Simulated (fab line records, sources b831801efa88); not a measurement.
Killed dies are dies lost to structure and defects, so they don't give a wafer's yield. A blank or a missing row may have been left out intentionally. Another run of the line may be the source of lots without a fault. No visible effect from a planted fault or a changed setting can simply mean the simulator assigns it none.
fab line records :: flow sky130
record:
  lots: 6
  wafers: 18
  last_day: 49
route steps=708 shown VIA2@509 PAD_OPEN@708
lots untouched by any fault: they come from a run of this same line in which no faults occurred
start_h: hours from the record's first day to the start of the lot's first wafer shown :: wait_h: time in hours since the lot's previous step :: " unchanged from the row above :: L1.1+2: several wafers, shown together as one row :: - no value, or no start given :: * or withheld: withheld :: < > ~ a bound
route shown NAME@n: a module of which the file shows steps, and the number in the route of the first :: usual: mean and standard deviation over wafers with no fault :: same: alike in all rows :: chamber/n: place in a boat :: sites: each site's reading :: _std_site: how widely they spread, as a standard deviation :: _edge_site: the outer-site mean with the inner-site mean subtracted :: radius_mm: how far each site lies from the wafer's centre :: mask NAME#n: copy n :: behind: tool/chamber where the wafer was last shaped :: hold: cause of the lot's hold/its duration in hours/its outcome :: device: whichever transistor did not switch (one of n, p or np) :: end of line: tests of these same wafers at the route's end :: a step given without rows: its recipe and nothing more :: killed: dies lost to structure and defects at the first sort, not the wafer's yield :: map: dies across one wafer; x = killed, . = not, _ = none there
set.NAME: the setting the step ran with; set.NAME@STEP: the setting that earlier step ran with :: model.NAME: the simulator's own value behind a step, which no gauge read
a table for each step, a row for each wafer; lots at some steps of the route
services: from which hour (start_h, from the record's first day; less than 0 if before it) a tool's chamber was out of use, for how many hours, and why
== steps ==
step: SKY_VIA2_CMP_02
recipe:
  material: SiO2
  down_force_psi: 4
  platen_rpm: 60
  pad_velocity_m_s: 0.94248
usual:
  motor_current_A: 12.1/1.5
  retaining_ring_pressure_frac: 1.001/0.005
lot.wafer: L450.2
tool: cmp-02
chamber: 1
start_h: 835.77
wait_h: 0.0
motor_current_A: 11.0
retaining_ring_pressure_frac: 1.006

lot.wafer: L450.6
tool: cmp-02
chamber: 1
start_h: 835.77
wait_h: 0.0
motor_current_A: 12.4
retaining_ring_pressure_frac: 0.999

lot.wafer: L450.5
tool: cmp-02
chamber: 2
start_h: 835.77
wait_h: 0.0
motor_current_A: 11.5
retaining_ring_pressure_frac: 1.002

lot.wafer: L451.1
tool: cmp-02
chamber: 0
start_h: 837.67
wait_h: 0.2
motor_current_A: 12.7
retaining_ring_pressure_frac: 1.008

lot.wafer: L451.6
tool: cmp-02
chamber: 1
start_h: 837.67
wait_h: 0.2
motor_current_A: 11.4
retaining_ring_pressure_frac: 1.011

lot.wafer: L451.5
tool: cmp-02
chamber: 2
start_h: 837.67
wait_h: 0.2
motor_current_A: 11.8
retaining_ring_pressure_frac: 0.994

lot.wafer: L454.4
tool: cmp-01
chamber: 1
start_h: 870.27
wait_h: 0.1
motor_current_A: 10.4
retaining_ring_pressure_frac: 0.998

lot.wafer: L454.1
tool: cmp-01
chamber: 2
start_h: 870.27
wait_h: 0.1
motor_current_A: 12.7
retaining_ring_pressure_frac: 1.000

lot.wafer: L454.6
tool: cmp-01
chamber: 0
start_h: 870.27
wait_h: 0.1
motor_current_A: 15.3
retaining_ring_pressure_frac: 1.003

lot.wafer: L459.2
tool: cmp-02
chamber: 2
start_h: 894.34
wait_h: 0.1
motor_current_A: 11.3
retaining_ring_pressure_frac: 1.000

lot.wafer: L459.1
tool: cmp-02
chamber: 3
start_h: 894.34
wait_h: 0.1
motor_current_A: 10.8
retaining_ring_pressure_frac: 1.007

lot.wafer: L459.6
tool: cmp-02
chamber: 2
start_h: 894.34
wait_h: 0.1
motor_current_A: 11.8
retaining_ring_pressure_frac: 0.995

lot.wafer: L460.2
tool: cmp-01
chamber: 1
start_h: 904.60
wait_h: 0.1
motor_current_A: 10.7
retaining_ring_pressure_frac: 1.002

lot.wafer: L460.3
tool: cmp-01
chamber: 2
start_h: 904.60
wait_h: 0.1
motor_current_A: 12.0
retaining_ring_pressure_frac: 0.999

lot.wafer: L460.6
tool: cmp-01
chamber: 0
start_h: 904.60
wait_h: 0.1
motor_current_A: 15.1
retaining_ring_pressure_frac: 1.002

lot.wafer: L467.3
tool: cmp-01
chamber: 0
start_h: 954.02
wait_h: 0.1
motor_current_A: 14.7
retaining_ring_pressure_frac: 0.991

lot.wafer: L467.6
tool: cmp-01
chamber: 3
start_h: 954.02
wait_h: 0.1
motor_current_A: 12.7
retaining_ring_pressure_frac: 0.999

lot.wafer: L467.5
tool: cmp-01
chamber: 0
start_h: 954.02
wait_h: 0.1
motor_current_A: 15.4
retaining_ring_pressure_frac: 0.994
step: SKY_VIA2_BOW_MEAS_03
recipe:
  mode: bow
usual:
  VIA2_BOW: 88/8.1
lot.wafer: L450.2
tool: film_metro-04
chamber: -
start_h: 836.09
wait_h: 0.3
VIA2_BOW[um]: 102

lot.wafer: L450.5
tool: film_metro-04
chamber: -
start_h: 836.09
wait_h: 0.3
VIA2_BOW[um]: 93

lot.wafer: L450.6
tool: film_metro-04
chamber: -
start_h: 836.09
wait_h: 0.3
VIA2_BOW[um]: 100

lot.wafer: L451.1
tool: film_metro-03
chamber: -
start_h: 837.82
wait_h: 0.1
VIA2_BOW[um]: 85

lot.wafer: L451.5
tool: film_metro-03
chamber: -
start_h: 837.82
wait_h: 0.1
VIA2_BOW[um]: 89

lot.wafer: L451.6
tool: film_metro-03
chamber: -
start_h: 837.82
wait_h: 0.1
VIA2_BOW[um]: 93

lot.wafer: L454.1
tool: film_metro-02
chamber: -
start_h: 870.47
wait_h: 0.1
VIA2_BOW[um]: 90

lot.wafer: L454.4
tool: film_metro-02
chamber: -
start_h: 870.47
wait_h: 0.1
VIA2_BOW[um]: 92

lot.wafer: L454.6
tool: film_metro-02
chamber: -
start_h: 870.47
wait_h: 0.1
VIA2_BOW[um]: 95

lot.wafer: L459.1
tool: film_metro-02
chamber: -
start_h: 894.59
wait_h: 0.1
VIA2_BOW[um]: 87

lot.wafer: L459.2
tool: film_metro-02
chamber: -
start_h: 894.59
wait_h: 0.1
VIA2_BOW[um]: 93

lot.wafer: L459.6
tool: film_metro-02
chamber: -
start_h: 894.59
wait_h: 0.1
VIA2_BOW[um]: 84

lot.wafer: L460.2
tool: film_metro-02
chamber: -
start_h: 904.82
wait_h: 0.2
VIA2_BOW[um]: 80

lot.wafer: L460.3
tool: film_metro-02
chamber: -
start_h: 904.82
wait_h: 0.2
VIA2_BOW[um]: 79

lot.wafer: L460.6
tool: film_metro-02
chamber: -
start_h: 904.82
wait_h: 0.2
VIA2_BOW[um]: 86

lot.wafer: L467.3
tool: film_metro-04
chamber: -
start_h: 954.31
wait_h: 0.2
VIA2_BOW[um]: 83

lot.wafer: L467.5
tool: film_metro-04
chamber: -
start_h: 954.31
wait_h: 0.2
VIA2_BOW[um]: 75

lot.wafer: L467.6
tool: film_metro-04
chamber: -
start_h: 954.31
wait_h: 0.2
VIA2_BOW[um]: 77
step: SKY_VIA2_DEHYDRATE_04
recipe:
  temp_c: 200
  time_s: 60
step: SKY_VIA2_HMDS_05
recipe:
  prime_time_s: 60
  prime_temp_c: 120
step: SKY_VIA2_COAT_06
recipe:
  resist: BARC
  temp_c: withheld
  time_s: withheld
  spin_rpm: 3000
  resist_thk_nm: 60
step: SKY_VIA2_COAT_07
recipe:
  resist: KrF-thick
  spin_rpm: 3000
  resist_thk_nm: 450
step: SKY_VIA2_SOFTBAKE_08
recipe:
  temp_c: 100
  time_s: 90
  resist: KrF-thick
step: SKY_VIA2_EXPOSE_09
recipe:
  mask_id: VIM2
  na: 0.8
  source_shape: annular
  sigma_inner: 0.55
  sigma_outer: 0.85
  target_cd_nm: 200
  dose_mj: 38
step: SKY_VIA2_PEB_10
recipe:
  peb_temp_c: withheld
  peb_time_s: withheld
  resist: KrF-thick
step: SKY_VIA2_DEVELOP_11
recipe:
  develop_time_s: 60
  resist: KrF-thick
  dev_temp_c: 21
step: SKY_VIA2_CD_MEAS_12
recipe:
  target_cd_nm: 200
usual:
  cd_nm: 199.8/1.5
lot.wafer: L450.2
tool: cd_sem-01
chamber: -
start_h: 862.22
wait_h: -
cd_nm: 202.2

lot.wafer: L450.5
tool: cd_sem-01
chamber: -
start_h: 862.22
wait_h: -
cd_nm: 201.0

lot.wafer: L450.6
tool: cd_sem-01
chamber: -
start_h: 862.22
wait_h: -
cd_nm: 201.3

lot.wafer: L451.1
tool: cd_sem-02
chamber: -
start_h: 863.95
wait_h: -
cd_nm: 200.8

lot.wafer: L451.5
tool: cd_sem-02
chamber: -
start_h: 863.95
wait_h: -
cd_nm: 200.5

lot.wafer: L451.6
tool: cd_sem-02
chamber: -
start_h: 863.95
wait_h: -
cd_nm: 200.3

lot.wafer: L454.1
tool: cd_sem-01
chamber: -
start_h: 895.80
wait_h: -
cd_nm: 199.1

lot.wafer: L454.4
tool: cd_sem-01
chamber: -
start_h: 895.80
wait_h: -
cd_nm: 199.6

lot.wafer: L454.6
tool: cd_sem-01
chamber: -
start_h: 895.80
wait_h: -
cd_nm: 199.7

lot.wafer: L459.1
tool: cd_sem-02
chamber: -
start_h: 919.73
wait_h: -
cd_nm: 200.5

lot.wafer: L459.2
tool: cd_sem-02
chamber: -
start_h: 919.73
wait_h: -
cd_nm: 198.6

lot.wafer: L459.6
tool: cd_sem-02
chamber: -
start_h: 919.73
wait_h: -
cd_nm: 200.7

lot.wafer: L460.2
tool: cd_sem-02
chamber: -
start_h: 928.97
wait_h: -
cd_nm: 201.3

lot.wafer: L460.3
tool: cd_sem-02
chamber: -
start_h: 928.97
wait_h: -
cd_nm: 201.0

lot.wafer: L460.6
tool: cd_sem-02
chamber: -
start_h: 928.97
wait_h: -
cd_nm: 199.2

lot.wafer: L467.3
tool: cd_sem-01
chamber: -
start_h: 978.59
wait_h: -
cd_nm: 202.1

lot.wafer: L467.5
tool: cd_sem-01
chamber: -
start_h: 978.59
wait_h: -
cd_nm: 200.7

lot.wafer: L467.6
tool: cd_sem-01
chamber: -
start_h: 978.59
wait_h: -
cd_nm: 202.0
step: SKY_VIA2_OVL_MEAS_13
usual:
  VIA2_OVL: 3/5.9
lot.wafer: L450.2
tool: overlay-02
chamber: -
start_h: 862.32
wait_h: 0.1
VIA2_OVL[nm]: -9

lot.wafer: L450.5
tool: overlay-02
chamber: -
start_h: 862.32
wait_h: 0.1
VIA2_OVL[nm]: -3

lot.wafer: L450.6
tool: overlay-02
chamber: -
start_h: 862.32
wait_h: 0.1
VIA2_OVL[nm]: -1

lot.wafer: L451.1
tool: overlay-02
chamber: -
start_h: 864.07
wait_h: 0.1
VIA2_OVL[nm]: 11

lot.wafer: L451.5
tool: overlay-02
chamber: -
start_h: 864.07
wait_h: 0.1
VIA2_OVL[nm]: 11

lot.wafer: L451.6
tool: overlay-02
chamber: -
start_h: 864.07
wait_h: 0.1
VIA2_OVL[nm]: 0

lot.wafer: L454.1
tool: overlay-01
chamber: -
start_h: 895.92
wait_h: 0.1
VIA2_OVL[nm]: 3

lot.wafer: L454.4
tool: overlay-01
chamber: -
start_h: 895.92
wait_h: 0.1
VIA2_OVL[nm]: 7

lot.wafer: L454.6
tool: overlay-01
chamber: -
start_h: 895.92
wait_h: 0.1
VIA2_OVL[nm]: 6

lot.wafer: L459.1
tool: overlay-01
chamber: -
start_h: 919.85
wait_h: 0.1
VIA2_OVL[nm]: 7

lot.wafer: L459.2
tool: overlay-01
chamber: -
start_h: 919.85
wait_h: 0.1
VIA2_OVL[nm]: -5

lot.wafer: L459.6
tool: overlay-01
chamber: -
start_h: 919.85
wait_h: 0.1
VIA2_OVL[nm]: -6

lot.wafer: L460.2
tool: overlay-01
chamber: -
start_h: 929.08
wait_h: 0.1
VIA2_OVL[nm]: -5

lot.wafer: L460.3
tool: overlay-01
chamber: -
start_h: 929.08
wait_h: 0.1
VIA2_OVL[nm]: -6

lot.wafer: L460.6
tool: overlay-01
chamber: -
start_h: 929.08
wait_h: 0.1
VIA2_OVL[nm]: -9

lot.wafer: L467.3
tool: overlay-01
chamber: -
start_h: 978.68
wait_h: 0.1
VIA2_OVL[nm]: 1

lot.wafer: L467.5
tool: overlay-01
chamber: -
start_h: 978.68
wait_h: 0.1
VIA2_OVL[nm]: 3

lot.wafer: L467.6
tool: overlay-01
chamber: -
start_h: 978.68
wait_h: 0.1
VIA2_OVL[nm]: -3
step: SKY_VIA2_ETCH_14
recipe:
  chemistry: N2/H2
  target: BARC
  ion_energy_ev: 200
  source_w: 500
  bias_w: 100
  pressure_mtorr: 30
  n2_flow_sccm: 100
  h2_flow_sccm: 200
  stop_on: SiO2
  time_s: 45.9
  target_depth_a: 600
usual:
  bias_w: 100.0/0.3
  drypump_motor_current_A: 5.6/0.49
  oes_product_au: 0.855/0.0043
  throttle_valve_pct: 13.224/0.0082
lot.wafer: L450.2
tool: rie_diel-03
chamber: 1
start_h: 862.35
wait_h: 0.0
bias_w: 99.4
drypump_motor_current_A: 4.9
oes_product_au: 0.852
rf_hours_counter_h: 12
throttle_valve_pct: 13.249
model.KrF-thick_of_VIA2_COAT_07.thk_nm: 394.5

lot.wafer: L450.5
tool: rie_diel-03
chamber: 2
start_h: 862.35
wait_h: 0.0
bias_w: 100.0
drypump_motor_current_A: 5.3
oes_product_au: 0.852
rf_hours_counter_h: -
throttle_valve_pct: 13.226
model.KrF-thick_of_VIA2_COAT_07.thk_nm: 393.5

lot.wafer: L450.6
tool: rie_diel-03
chamber: 1
start_h: 862.35
wait_h: 0.0
bias_w: 99.6
drypump_motor_current_A: 5.0
oes_product_au: 0.861
rf_hours_counter_h: -
throttle_valve_pct: 13.219
model.KrF-thick_of_VIA2_COAT_07.thk_nm: 393.5

lot.wafer: L451.1
tool: rie_diel-01
chamber: 1
start_h: 864.10
wait_h: 0.0
bias_w: 100.2
drypump_motor_current_A: 5.0
oes_product_au: 0.861
rf_hours_counter_h: 19
throttle_valve_pct: 13.229
model.KrF-thick_of_VIA2_COAT_07.thk_nm: 393.8

lot.wafer: L451.5
tool: rie_diel-01
chamber: 1
start_h: 864.10
wait_h: 0.0
bias_w: 100.7
drypump_motor_current_A: 5.0
oes_product_au: 0.858
rf_hours_counter_h: -
throttle_valve_pct: 13.226
model.KrF-thick_of_VIA2_COAT_07.thk_nm: 395.9

lot.wafer: L451.6
tool: rie_diel-01
chamber: 2
start_h: 864.10
wait_h: 0.0
bias_w: 99.7
drypump_motor_current_A: 6.5
oes_product_au: 0.859
rf_hours_counter_h: -
throttle_valve_pct: 13.220
model.KrF-thick_of_VIA2_COAT_07.thk_nm: 392.3

lot.wafer: L454.1
tool: rie_diel-01
chamber: 3
start_h: 895.95
wait_h: 0.0
bias_w: 99.8
drypump_motor_current_A: 5.3
oes_product_au: 0.846
rf_hours_counter_h: 1
throttle_valve_pct: 13.235
model.KrF-thick_of_VIA2_COAT_07.thk_nm: 392.8

lot.wafer: L454.4
tool: rie_diel-01
chamber: 2
start_h: 895.95
wait_h: 0.0
bias_w: 78.1
drypump_motor_current_A: 6.5
oes_product_au: 0.849
rf_hours_counter_h: 19
throttle_valve_pct: 13.216
model.KrF-thick_of_VIA2_COAT_07.thk_nm: 395.9

lot.wafer: L454.6
tool: rie_diel-01
chamber: 3
start_h: 895.95
wait_h: 0.0
bias_w: 100.1
drypump_motor_current_A: 5.3
oes_product_au: 0.856
rf_hours_counter_h: -
throttle_valve_pct: 13.230
model.KrF-thick_of_VIA2_COAT_07.thk_nm: 392.1

lot.wafer: L459.1
tool: rie_diel-01
chamber: 2
start_h: 919.89
wait_h: 0.0
bias_w: 78.8
drypump_motor_current_A: 6.5
oes_product_au: 0.846
rf_hours_counter_h: 20
throttle_valve_pct: 13.227
model.KrF-thick_of_VIA2_COAT_07.thk_nm: 393.8

lot.wafer: L459.2
tool: rie_diel-01
chamber: 0
start_h: 919.89
wait_h: 0.0
bias_w: 100.7
drypump_motor_current_A: 5.9
oes_product_au: 0.846
rf_hours_counter_h: 21
throttle_valve_pct: 13.239
model.KrF-thick_of_VIA2_COAT_07.thk_nm: 392.6

lot.wafer: L459.6
tool: rie_diel-01
chamber: 3
start_h: 919.89
wait_h: 0.0
bias_w: 99.8
drypump_motor_current_A: 5.3
oes_product_au: 0.851
rf_hours_counter_h: -
throttle_valve_pct: 13.218
model.KrF-thick_of_VIA2_COAT_07.thk_nm: 392.5

lot.wafer: L460.2
tool: rie_diel-04
chamber: 2
start_h: 929.11
wait_h: 0.0
bias_w: 100.0
drypump_motor_current_A: 6.2
oes_product_au: 0.854
rf_hours_counter_h: 5
throttle_valve_pct: 13.223
model.KrF-thick_of_VIA2_COAT_07.thk_nm: 393.9

lot.wafer: L460.3
tool: rie_diel-04
chamber: 3
start_h: 929.11
wait_h: 0.0
bias_w: 99.9
drypump_motor_current_A: 5.4
oes_product_au: 0.853
rf_hours_counter_h: 2
throttle_valve_pct: 13.221
model.KrF-thick_of_VIA2_COAT_07.thk_nm: 394.8

lot.wafer: L460.6
tool: rie_diel-04
chamber: 0
start_h: 929.11
wait_h: 0.0
bias_w: 99.9
drypump_motor_current_A: 6.0
oes_product_au: 0.856
rf_hours_counter_h: -
throttle_valve_pct: 13.222
model.KrF-thick_of_VIA2_COAT_07.thk_nm: 395

lot.wafer: L467.3
tool: rie_diel-03
chamber: 0
start_h: 978.71
wait_h: 0.0
bias_w: 99.8
drypump_motor_current_A: 5.7
oes_product_au: 0.849
rf_hours_counter_h: 3
throttle_valve_pct: 13.223
model.KrF-thick_of_VIA2_COAT_07.thk_nm: 391.7

lot.wafer: L467.5
tool: rie_diel-03
chamber: 1
start_h: 978.71
wait_h: 0.0
bias_w: 99.9
drypump_motor_current_A: 4.9
oes_product_au: 0.857
rf_hours_counter_h: -
throttle_valve_pct: 13.228
model.KrF-thick_of_VIA2_COAT_07.thk_nm: 393.3

lot.wafer: L467.6
tool: rie_diel-03
chamber: 0
start_h: 978.71
wait_h: 0.0
bias_w: 99.8
drypump_motor_current_A: 5.8
oes_product_au: 0.852
rf_hours_counter_h: -
throttle_valve_pct: 13.240
model.KrF-thick_of_VIA2_COAT_07.thk_nm: 392.6
step: SKY_VIA2_ETCH_15
recipe:
  target: SiO2
  chemistry: C4F8/O2/Ar
  target_depth_nm: 546
  stop_on: TiN
  mask_material: KrF-thick
  source_w: 1500
  bias_w: 1200
  pressure_mtorr: 40
  c4f8_flow_sccm: withheld
  O2_flow_sccm: 6
  Ar_flow_sccm: 300
  time_s: 84
usual:
  bias_w: 1200/3.7
  oes_product_au: 0.940/0.0051
lot.wafer: L450.2
tool: rie_diel-03
chamber: 1
start_h: 862.40
wait_h: 0.0
bias_w: 1202
oes_product_au: 0.941
rf_hours_counter_h: 12

lot.wafer: L450.5
tool: rie_diel-03
chamber: 2
start_h: 862.40
wait_h: 0.0
bias_w: 1194
oes_product_au: 0.940
rf_hours_counter_h: -

lot.wafer: L450.6
tool: rie_diel-03
chamber: 1
start_h: 862.40
wait_h: 0.0
bias_w: 1202
oes_product_au: 0.942
rf_hours_counter_h: -

lot.wafer: L451.1
tool: rie_diel-01
chamber: 1
start_h: 864.15
wait_h: 0.0
bias_w: 1202
oes_product_au: 0.937
rf_hours_counter_h: 19

lot.wafer: L451.5
tool: rie_diel-01
chamber: 1
start_h: 864.15
wait_h: 0.0
bias_w: 1204
oes_product_au: 0.940
rf_hours_counter_h: -

lot.wafer: L451.6
tool: rie_diel-01
chamber: 2
start_h: 864.15
wait_h: 0.0
bias_w: 1200
oes_product_au: 0.940
rf_hours_counter_h: -

lot.wafer: L454.1
tool: rie_diel-01
chamber: 3
start_h: 896.00
wait_h: 0.0
bias_w: 1198
oes_product_au: 0.954
rf_hours_counter_h: 1

lot.wafer: L454.4
tool: rie_diel-01
chamber: 2
start_h: 896.00
wait_h: 0.0
bias_w: 1199
oes_product_au: 0.937
rf_hours_counter_h: 19

lot.wafer: L454.6
tool: rie_diel-01
chamber: 3
start_h: 896.00
wait_h: 0.0
bias_w: 1204
oes_product_au: 0.948
rf_hours_counter_h: -

lot.wafer: L459.1
tool: rie_diel-01
chamber: 2
start_h: 919.93
wait_h: 0.0
bias_w: 1197
oes_product_au: 0.943
rf_hours_counter_h: 20

lot.wafer: L459.2
tool: rie_diel-01
chamber: 0
start_h: 919.93
wait_h: 0.0
bias_w: 1195
oes_product_au: 0.933
rf_hours_counter_h: 21

lot.wafer: L459.6
tool: rie_diel-01
chamber: 3
start_h: 919.93
wait_h: 0.0
bias_w: 1205
oes_product_au: 0.950
rf_hours_counter_h: -

lot.wafer: L460.2
tool: rie_diel-04
chamber: 2
start_h: 929.15
wait_h: 0.0
bias_w: 1196
oes_product_au: 0.949
rf_hours_counter_h: 5

lot.wafer: L460.3
tool: rie_diel-04
chamber: 3
start_h: 929.15
wait_h: 0.0
bias_w: 1203
oes_product_au: 0.946
rf_hours_counter_h: 2

lot.wafer: L460.6
tool: rie_diel-04
chamber: 0
start_h: 929.15
wait_h: 0.0
bias_w: 1198
oes_product_au: 0.940
rf_hours_counter_h: -

lot.wafer: L467.3
tool: rie_diel-03
chamber: 0
start_h: 978.75
wait_h: 0.0
bias_w: 1201
oes_product_au: 0.943
rf_hours_counter_h: 3

lot.wafer: L467.5
tool: rie_diel-03
chamber: 1
start_h: 978.75
wait_h: 0.0
bias_w: 1198
oes_product_au: 0.941
rf_hours_counter_h: -

lot.wafer: L467.6
tool: rie_diel-03
chamber: 0
start_h: 978.75
wait_h: 0.0
bias_w: 1201
oes_product_au: 0.946
rf_hours_counter_h: -
step: SKY_PAD_OPEN_PROBE_99
usual:
  defect_limited_yield: 82.4/1.9
  killed_at_M0_to_M3: 43/6.5
  killed_at_M4_up: 3.3/2
  killed_at_contacts: 24/5.2
  killed_at_front_end: 16/4.2
  killed_at_other: 0.3/0.6
  killed_dies: 87/9.3
  killed_open: 47/7.8
  killed_short: 39/6.2
  sort_bin_3_pad_short: 0.9/0.42
  sort_bin_5_function: 10.5/1.4
  sort_bin_6_memory: 6.3/0.97
  sort_n_pass: 405/9.3
  sort_yield_pct: 82.4/1.9
same:
  gross_dies: 492
  killed_at_back_side: 0
  sort_bin_4_leakage[%]: 0
  sort_bin_8_speed[%]: 0
lot.wafer: L450.2
tool: prober-01
chamber: -
start_h: 1085.28
wait_h: 0.1
defect_limited_yield[%]: 79.5
killed_at_M0_to_M3: 43
killed_at_M4_up: 4
killed_at_contacts: 35
killed_at_front_end: 19
killed_at_other: 0
killed_dies: 101
killed_open: 54
killed_short: 46
sort_bin_3_pad_short[%]: 1.4
sort_bin_5_function[%]: 10.8
sort_bin_6_memory[%]: 8.3
sort_n_pass: 391
sort_yield_pct[%]: 79.5

lot.wafer: L450.5
tool: prober-01
chamber: -
start_h: 1085.43
wait_h: 0.2
defect_limited_yield[%]: 80.9
killed_at_M0_to_M3: 38
killed_at_M4_up: 6
killed_at_contacts: 24
killed_at_front_end: 25
killed_at_other: 1
killed_dies: 94
killed_open: 44
killed_short: 50
sort_bin_3_pad_short[%]: 1.2
sort_bin_5_function[%]: 10.4
sort_bin_6_memory[%]: 7.5
sort_n_pass: 398
sort_yield_pct[%]: 80.9

lot.wafer: L450.6
tool: prober-01
chamber: -
start_h: 1085.48
wait_h: 0.2
defect_limited_yield[%]: 77.4
killed_at_M0_to_M3: 58
killed_at_M4_up: 3
killed_at_contacts: 29
killed_at_front_end: 21
killed_at_other: 0
killed_dies: 111
killed_open: 58
killed_short: 52
sort_bin_3_pad_short[%]: 0.8
sort_bin_5_function[%]: 13.8
sort_bin_6_memory[%]: 7.9
sort_n_pass: 381
sort_yield_pct[%]: 77.4
killed by level:class
L450.2 CONTACT:geometric_particle:open=12 LI_CONTACT:geometric_particle:open=10 VIA1:geometric_particle:open=8 FIELD_ISO:geometric_particle:open=7 METAL1:geometric_particle:short=7 POLY_GATE:geometric_particle:short=5 METAL3:geometric_particle:short=5 CONTACT:geometric_particle:short=5
L450.5 CONTACT:geometric_particle:open=8 FIELD_ISO:geometric_particle:short=7 VIA3:geometric_particle:open=7 FIELD_ISO:geometric_particle:open=6 POLY_GATE:geometric_particle:short=6 LOCAL_INTERCONNECT:geometric_particle:short=5 METAL1:geometric_particle:short=5 VIA1:geometric_particle:open=5
L450.6 CONTACT:geometric_particle:open=12 METAL1:geometric_particle:short=11 VIA1:geometric_particle:open=10 LI_CONTACT:geometric_particle:open=7 VIA2:geometric_particle:open=7 METAL2:geometric_particle:short=6 VIA3:geometric_particle:open=6 FIELD_ISO:geometric_particle:open=5
== services ==
tool: cmp-02
chamber: -
start_h: 815.71
hours: 1.3
kind: repair

tool: cmp-02
chamber: -
start_h: 824.36
hours: 1.0
kind: repair

tool: rie_diel-01
chamber: 0
start_h: 831.55
hours: 8.3
kind: repair

tool: cmp-01
chamber: -
start_h: 841.60
hours: 0.8
kind: repair

tool: rie_diel-01
chamber: 1
start_h: 847.92
hours: 3.4
kind: repair

tool: rie_diel-01
chamber: 3
start_h: 855.30
hours: -
kind: clean

tool: rie_diel-01
chamber: 3
start_h: 855.30
hours: 25.4
kind: scheduled_down

tool: rie_diel-01
chamber: 3
start_h: 855.30
hours: 25.4
kind: vent_cycle

tool: rie_diel-03
chamber: 0
start_h: 861.89
hours: -
kind: clean

tool: rie_diel-03
chamber: 0
start_h: 861.89
hours: 24.7
kind: scheduled_down

tool: rie_diel-03
chamber: 0
start_h: 861.89
hours: 24.7
kind: vent_cycle

tool: cmp-02
chamber: -
start_h: 874.48
hours: 5.8
kind: pm

tool: rie_diel-04
chamber: 2
start_h: 887.30
hours: 4.6
kind: repair

tool: rie_diel-04
chamber: 3
start_h: 894.37
hours: 6.5
kind: repair

tool: cmp-02
chamber: -
start_h: 899.95
hours: 0.3
kind: repair

tool: cmp-01
chamber: -
start_h: 912.00
hours: 4.0
kind: pm

tool: cmp-01
chamber: -
start_h: 916.00
hours: -
kind: consumable_replace:conditioner

tool: rie_diel-04
chamber: 0
start_h: 918.66
hours: 4.2
kind: repair

tool: cmp-01
chamber: -
start_h: 929.97
hours: 4.2
kind: pm

tool: rie_diel-03
chamber: 0
start_h: 931.61
hours: 8.1
kind: repair

tool: rie_diel-03
chamber: 3
start_h: 954.56
hours: 5.5
kind: repair

tool: rie_diel-04
chamber: 3
start_h: 955.44
hours: 4.6
kind: repair

tool: cmp-02
chamber: -
start_h: 956.80
hours: 1.4
kind: repair

tool: rie_diel-03
chamber: 1
start_h: 971.70
hours: 4.8
kind: repair
== key ==
first_sign:
  step: SKY_VIA2_ETCH_14
  reading: bias_w
  direction: down
  sigmas: 71
  usual: 100.0
  struck: 78.5
effect none on later readings
model_effect:
  step: SKY_VIA2_ETCH_14
  value: KrF-thick_of_VIA2_COAT_07.thk_nm
  without: 391.9
  struck: 394.8
met_at SKY_VIA2_ETCH_14
struck_wafers L454.4,L459.1
onset_between 864.10 895.95
fault:
  kind: process_parameter_drift
  tool: rie_diel-01
  chamber: 2
  onset_h: 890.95
  steps: SKY_VIA2_ETCH_14
  channel: bias_w
  offset: -21.401
  shape: step
  end_h: 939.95
  acts_in: these_recipes_only
  stated: 100
